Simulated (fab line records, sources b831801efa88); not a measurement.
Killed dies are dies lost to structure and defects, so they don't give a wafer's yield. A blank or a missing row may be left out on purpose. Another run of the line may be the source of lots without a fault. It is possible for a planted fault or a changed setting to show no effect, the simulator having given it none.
Chamber matching :: flow sky130 :: 4 sister chambers for SKY_VIA1_CMP_24 on cmp-02
The step polishes, stops on SiO2, t overpolish 15 s, target thk 0 nm. 36 wafers are shown with their chamber, then 12 later ones without.

EACH WAFER AND ITS CHAMBER
wafer: L075.4
chamber: 1
motor_current_A (A): 12.6
time_to_endpoint_s (s): 64.5
overpolish_run_s (s): 14.991

wafer: L075.5
chamber: 1
motor_current_A (A): 13.5
time_to_endpoint_s (s): 64.7
overpolish_run_s (s): 15.006

wafer: L075.6
chamber: 2
motor_current_A (A): 12.9
time_to_endpoint_s (s): 64.9
overpolish_run_s (s): 15.015

wafer: L074.2
chamber: 3
motor_current_A (A): 11.4
time_to_endpoint_s (s): 66.6
overpolish_run_s (s): 14.981

wafer: L074.3
chamber: 0
motor_current_A (A): 9.3
time_to_endpoint_s (s): 64.4
overpolish_run_s (s): 14.998

wafer: L074.4
chamber: 2
motor_current_A (A): 12.7
time_to_endpoint_s (s): 65.9
overpolish_run_s (s): 14.987

wafer: L076.1
chamber: 0
motor_current_A (A): 9.1
time_to_endpoint_s (s): 66.0
overpolish_run_s (s): 15.011

wafer: L076.2
chamber: 3
motor_current_A (A): 11.1
time_to_endpoint_s (s): 68.3
overpolish_run_s (s): 15.003

wafer: L076.4
chamber: 1
motor_current_A (A): 13.1
time_to_endpoint_s (s): 64.4
overpolish_run_s (s): 14.996

wafer: L078.1
chamber: 0
motor_current_A (A): 9.3
time_to_endpoint_s (s): 67.4
overpolish_run_s (s): 14.995

wafer: L078.2
chamber: 1
motor_current_A (A): 12.8
time_to_endpoint_s (s): 62.7
overpolish_run_s (s): 15.003

wafer: L078.3
chamber: 3
motor_current_A (A): 12.0
time_to_endpoint_s (s): 65.0
overpolish_run_s (s): 15.011

wafer: L081.4
chamber: 1
motor_current_A (A): 12.1
time_to_endpoint_s (s): 62.1
overpolish_run_s (s): 15.015

wafer: L081.5
chamber: 0
motor_current_A (A): 9.0
time_to_endpoint_s (s): 66.5
overpolish_run_s (s): 14.997

wafer: L081.6
chamber: 3
motor_current_A (A): 10.7
time_to_endpoint_s (s): 67.9
overpolish_run_s (s): 14.983

wafer: L082.4
chamber: 3
motor_current_A (A): 11.3
time_to_endpoint_s (s): 64.9
overpolish_run_s (s): 15.004

wafer: L082.5
chamber: 1
motor_current_A (A): 13.0
time_to_endpoint_s (s): 64.0
overpolish_run_s (s): 15.006

wafer: L082.6
chamber: 0
motor_current_A (A): 9.3
time_to_endpoint_s (s): 65.2
overpolish_run_s (s): 14.992

wafer: L085.1
chamber: 3
motor_current_A (A): 11.4
time_to_endpoint_s (s): 62.4
overpolish_run_s (s): 15.004

wafer: L085.2
chamber: 1
motor_current_A (A): 13.8
time_to_endpoint_s (s): 61.7
overpolish_run_s (s): 15.006

wafer: L085.5
chamber: 2
motor_current_A (A): 12.4
time_to_endpoint_s (s): 62.4
overpolish_run_s (s): 15.009

wafer: L087.3
chamber: 1
motor_current_A (A): 12.7
time_to_endpoint_s (s): 63.4
overpolish_run_s (s): 15.013

wafer: L087.4
chamber: 0
motor_current_A (A): 9.6
time_to_endpoint_s (s): 65.1
overpolish_run_s (s): 15.014

wafer: L087.6
chamber: 3
motor_current_A (A): 11.0
time_to_endpoint_s (s): 64.8
overpolish_run_s (s): 14.994

wafer: L088.2
chamber: 2
motor_current_A (A): 12.7
time_to_endpoint_s (s): 62.5
overpolish_run_s (s): 15.010

wafer: L088.4
chamber: 1
motor_current_A (A): 13.5
time_to_endpoint_s (s): 64.2
overpolish_run_s (s): 14.990

wafer: L088.6
chamber: 2
motor_current_A (A): 12.7
time_to_endpoint_s (s): 64.9
overpolish_run_s (s): 15.012

wafer: L089.4
chamber: 1
motor_current_A (A): 13.6
time_to_endpoint_s (s): 64.5
overpolish_run_s (s): 14.998

wafer: L089.5
chamber: 3
motor_current_A (A): 11.6
time_to_endpoint_s (s): 61.1
overpolish_run_s (s): 14.997

wafer: L089.6
chamber: 2
motor_current_A (A): 12.7
time_to_endpoint_s (s): 62.2
overpolish_run_s (s): 15.018

wafer: L090.1
chamber: 2
motor_current_A (A): 12.7
time_to_endpoint_s (s): 62.1
overpolish_run_s (s): 14.997

wafer: L090.5
chamber: 0
motor_current_A (A): 9.7
time_to_endpoint_s (s): 62.9
overpolish_run_s (s): 14.990

wafer: L090.6
chamber: 3
motor_current_A (A): 11.1
time_to_endpoint_s (s): 62.1
overpolish_run_s (s): 14.982

wafer: L093.1
chamber: 2
motor_current_A (A): 13.0
time_to_endpoint_s (s): 59.1
overpolish_run_s (s): 14.981

wafer: L093.4
chamber: 1
motor_current_A (A): 13.5
time_to_endpoint_s (s): 61.7
overpolish_run_s (s): 14.980

wafer: L093.6
chamber: 3
motor_current_A (A): 11.3
time_to_endpoint_s (s): 59.4
overpolish_run_s (s): 15.008

SIGNATURES (means of the wafers above)
reading: motor_current_A
chamber 0: 9.329
chamber 1: 13.109
chamber 2: 12.725
chamber 3: 11.290
scatter within a chamber: 0.373

reading: time_to_endpoint_s
chamber 0: 65.357
chamber 1: 63.445
chamber 2: 63.000
chamber 3: 64.250
scatter within a chamber: 2.08

reading: overpolish_run_s
chamber 0: 14.99957
chamber 1: 15.00036
chamber 2: 15.00362
chamber 3: 14.99670
scatter within a chamber: 0.0113
Rule: a wafer's distance from a chamber is the root of the sum, over the readings, of the square of ((its reading less the chamber's mean) divided by the reading's scatter). If the next closest chamber is less than 2 further off than the closest, the wafer can't be placed; otherwise it belongs to the closest. The scatter: take each reading less its chamber's mean, square it, sum over the shown wafers, divide by the number of wafers less the number of chambers, and take the root.

WAFERS WITH NO CHAMBER GIVEN
wafer: L092.1
motor_current_A (A): 9.3
time_to_endpoint_s (s): 65.7
overpolish_run_s (s): 15.005

wafer: L092.4
motor_current_A (A): 13.0
time_to_endpoint_s (s): 64.4
overpolish_run_s (s): 15.007

wafer: L092.5
motor_current_A (A): 13.0
time_to_endpoint_s (s): 64.3
overpolish_run_s (s): 14.999

wafer: L094.1
motor_current_A (A): 9.7
time_to_endpoint_s (s): 66.9
overpolish_run_s (s): 15.000

wafer: L094.3
motor_current_A (A): 11.6
time_to_endpoint_s (s): 64.8
overpolish_run_s (s): 14.989

wafer: L094.4
motor_current_A (A): 10.6
time_to_endpoint_s (s): 66.1
overpolish_run_s (s): 15.016

wafer: L095.1
motor_current_A (A): 12.3
time_to_endpoint_s (s): 56.2
overpolish_run_s (s): 15.014

wafer: L095.3
motor_current_A (A): 11.2
time_to_endpoint_s (s): 60.6
overpolish_run_s (s): 14.984

wafer: L095.6
motor_current_A (A): 9.4
time_to_endpoint_s (s): 58.1
overpolish_run_s (s): 15.011

wafer: L097.3
motor_current_A (A): 13.3
time_to_endpoint_s (s): 64.6
overpolish_run_s (s): 15.003

wafer: L097.4
motor_current_A (A): 9.4
time_to_endpoint_s (s): 68.5
overpolish_run_s (s): 14.999

wafer: L097.6
motor_current_A (A): 13.1
time_to_endpoint_s (s): 68.0
overpolish_run_s (s): 14.989

WHICH CHAMBER EACH ONE RAN IN
wafer: L092.1
from the rows above: 0
in truth: 0

wafer: L092.4
from the rows above: can't be placed: 1 or 2
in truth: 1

wafer: L092.5
from the rows above: can't be placed: 1 or 2
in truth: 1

wafer: L094.1
from the rows above: 0
in truth: 0

wafer: L094.3
from the rows above: 3
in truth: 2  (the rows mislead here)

wafer: L094.4
from the rows above: can't be placed: 3 or 0
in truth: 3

wafer: L095.1
from the rows above: can't be placed: 2 or 1 or 3
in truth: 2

wafer: L095.3
from the rows above: 3
in truth: 3

wafer: L095.6
from the rows above: 0
in truth: 0

wafer: L097.3
from the rows above: can't be placed: 1 or 2
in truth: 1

wafer: L097.4
from the rows above: 0
in truth: 0

wafer: L097.6
from the rows above: can't be placed: 1 or 2
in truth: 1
5 of 12 placed correctly. These rows do not allow placing 6 (true chamber among the candidates in 6). Placed wrongly: 1.
